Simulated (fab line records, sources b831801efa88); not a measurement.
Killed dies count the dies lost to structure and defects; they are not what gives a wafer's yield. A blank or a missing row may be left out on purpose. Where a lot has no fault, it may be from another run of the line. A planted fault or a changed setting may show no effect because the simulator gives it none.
Which tool was responsible? ; flow gf180mcu ; Sampling: 13 lots, 39 wafers, 4 of 602 route steps

WHAT EACH GAUGE READ, for each wafer
GF_VT_IMPLANT_OVL_MEAS_07.
lot;measured;on;VT_IMPLANT_OVL (nm)
L633;day 5 14:31;overlay-02;0.3 -2.3 -2.3
L634;day 5 18:37;overlay-01;1.0 0.9 0.9
L635;day 6 02:40;overlay-02;-2.0 0.1 -1.7
L637;day 6 12:52;overlay-02;-1.6 -4.5 -1.6
L638;day 6 20:26;overlay-02;-3.0 -3.5 -1.8
L639;day 7 01:37;overlay-02;-4.3 -2.6 -3.9
L640;day 7 11:31;overlay-02;-2.1 -2.5 -3.7
L642;day 7 22:35;overlay-02;- - -
L651;day 10 08:13;overlay-02;-1.4 -1.7 0.2
L652;day 10 13:34;overlay-02;-2.0 -0.9 -3.4
L653;day 10 20:46;overlay-02;1.2 -0.6 -1.7
L654;day 11 02:37;overlay-02;-1.6 -0.9 -2.0
L655;day 11 05:20;overlay-01;0.1 -2.8 0.7

GF_VT_IMPLANT_TW_MEAS_10.
lot;measured;on;VT_IMPLANT_TW
L633;day 5 14:48;filmMetro-02;570 574 574
L634;day 5 18:54;filmMetro-01;571 565 571
L635;day 6 02:57;filmMetro-02;574 567 568
L637;day 6 13:10;filmMetro-02;567 566 569
L638;day 6 20:44;filmMetro-03;559 563 560
L639;day 7 01:55;filmMetro-01;564 561 569
L640;day 7 11:47;filmMetro-03;560 555 560
L642;day 7 22:53;filmMetro-01;30 30 30
L651;day 10 08:37;filmMetro-02;568 569 566
L652;day 10 13:51;filmMetro-02;569 569 570
L653;day 10 21:04;filmMetro-01;566 568 565
L654;day 11 02:53;filmMetro-02;572 573 571
L655;day 11 05:38;filmMetro-03;556 557 558

GF_HV_LDD_TW_MEAS_23.
lot;measured;on;HV_LDD_2_TW
L633;day 10 19:53;filmMetro-03;1036 1037 1033
L634;day 11 00:24;filmMetro-03;1035 1035 1036
L635;day 11 10:34;filmMetro-03;1034 1043 1041
L637;day 12 00:31;filmMetro-03;1047 1036 1041
L638;day 12 09:01;filmMetro-04;1032 1029 1032
L639;day 12 15:03;filmMetro-03;1043 1046 1043
L640;day 13 02:14;filmMetro-03;1042 1040 1043
L651;day 16 13:23;filmMetro-03;1039 1037 1040
L652;day 16 22:50;filmMetro-04;1019 1027 1029
L653;day 17 07:57;filmMetro-04;1028 1028 1027
L654;day 17 14:11;filmMetro-01;1054 1055 1047
L655;day 17 20:37;filmMetro-03;1039 1033 1035

TOOL THAT RAN EACH LOT (tool first, then ch and the chambers of the sampled wafers, then the start)
lot;GF_VT_IMPLANT_EXPOSE_04
L633;ilineStepper-02 ch 0, day 5 07:40
L634;ilineStepper-01 ch 0, day 5 12:17
L635;ilineStepper-02 ch 0, day 5 18:47
L637;ilineStepper-01 ch 0, day 6 06:16
L638;ilineStepper-01 ch 0, day 6 12:52
L639;ilineStepper-02 ch 0, day 6 17:44
L640;ilineStepper-02 ch 0, day 7 03:28
L642;ilineStepper-02 ch 0, day 7 14:52
L651;ilineStepper-01 ch 0, day 9 23:30
L652;ilineStepper-01 ch 0, day 10 04:44
L653;ilineStepper-02 ch 0, day 10 12:17
L654;ilineStepper-01 ch 0, day 10 17:47
L655;ilineStepper-02 ch 0, day 10 20:45
- GF_VT_IMPLANT_EXPOSE_04: exposes mask LVPWELL LV AREA, target cd 600 nm.

AS READ BY THE TOOLS THEMSELVES (means over the sampled wafers that have a number; for cases with no such wafer, the mark the record gives instead)
The record holds no such reading with a usual standard deviation.

THE ANSWER, worked out from the rows above alone
Rule: the lots themselves supply what counts as usual. Put in order of their means at a reading, lots are off if they are a third of the lots or fewer, leave a main group of 4 or more, and stand apart from it by a gap of 3 or more times the standard deviation of the main group's means; of several such gaps the widest counts. A main group whose means are all the same, to the digits that the tables above print for the reading, isn't used. A lot without any number at a reading at which 4 lots or more have one is off too. All remaining lots with rows at the step are treated as sound. First the gauges in route order, then the tools' own readings, where a lot's mean is used as printed above. At the first step where some lot is off, the reading lying furthest off is the one used; lots without a number count as furthest.
Off: L642, at GF_VT_IMPLANT_OVL_MEAS_07 (VT_IMPLANT_OVL). Without a number there: L642. For the main group the mean is -1.6 nm and the standard deviation 1.2.
If a tool, at a process step before that reading, ran all the lots that are off and no sound lot after the first of them, it fits. Not tried: the gauges at GF_VT_IMPLANT_OVL_MEAS_07; whatever is off there is also off at GF_VT_IMPLANT_TW_MEAS_10, on other tools, and gauge error can't account for it. None of those tried fits.

WHAT THE SIMULATOR PUT IN
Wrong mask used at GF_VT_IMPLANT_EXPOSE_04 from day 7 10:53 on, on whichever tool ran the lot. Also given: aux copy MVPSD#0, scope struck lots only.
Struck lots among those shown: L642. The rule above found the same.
